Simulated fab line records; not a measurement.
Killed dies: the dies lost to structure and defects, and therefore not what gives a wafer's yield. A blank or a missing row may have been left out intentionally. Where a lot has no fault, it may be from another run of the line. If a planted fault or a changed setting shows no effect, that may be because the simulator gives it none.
Matching of chambers    flow sfq line    SFQ_TRILAYER_I4_CMP_CMP_100 on cmp-01 has 4 sister chambers
The step polishes SiO2. 8 wafers are shown with their chamber, then 9 later ones without.

## EACH WAFER AND ITS CHAMBER
wafer   chamber  motor current A (A)  time to endpoint s (s)
L666.6  2        9.6                  214
L668.6  0        8.3                  213
L671.3  1        8.3                  224
L671.5  2        10.1                 226
L671.6  3        10.0                 213
L672.3  1        8.4                  208
L672.4  0        8.5                  217
L672.6  3        9.6                  211

## WAFERS WITH NO CHAMBER GIVEN
wafer   motor current A (A)  time to endpoint s (s)
L678.4  9.7                  230
L678.5  8.5                  220
L678.6  9.3                  217
L682.4  9.9                  224
L682.2  8.4                  210
L682.5  10.0                 231
L683.2  9.3                  217
L683.4  8.3                  215
L683.5  10.2                 212

## WHICH CHAMBER EACH ONE RAN IN
wafer   from the rows above                in truth
L678.4  can't be placed: 2 or 3            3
L678.5  can't be placed: 0 or 1            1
L678.6  can't be placed: 3 or 2 or 0 or 1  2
L682.4  can't be placed: 2 or 3            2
L682.2  can't be placed: 0 or 1            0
L682.5  can't be placed: 2 or 3            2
L683.2  can't be placed: 3 or 2 or 0 or 1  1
L683.4  can't be placed: 1 or 0            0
L683.5  can't be placed: 3 or 2            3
Correct placement for 0 of the 9. Unplaceable from these rows: 9, with the true chamber sitting among the candidates in 9. Placed wrongly: 0.
How it was worked out, from the rows above alone: a wafer's distance from a chamber is the root of the sum, over the readings, of the square of ((its reading less the chamber's mean) divided by the reading's scatter). The wafer belongs to the nearest chamber; if the next one is less than 2 further off, it can't be placed. The mean given for a chamber averages the wafers shown for that chamber. The scatter: take each reading less its chamber's mean, square it, sum over the shown wafers, divide by the number of wafers less the number of chambers, and take the root.
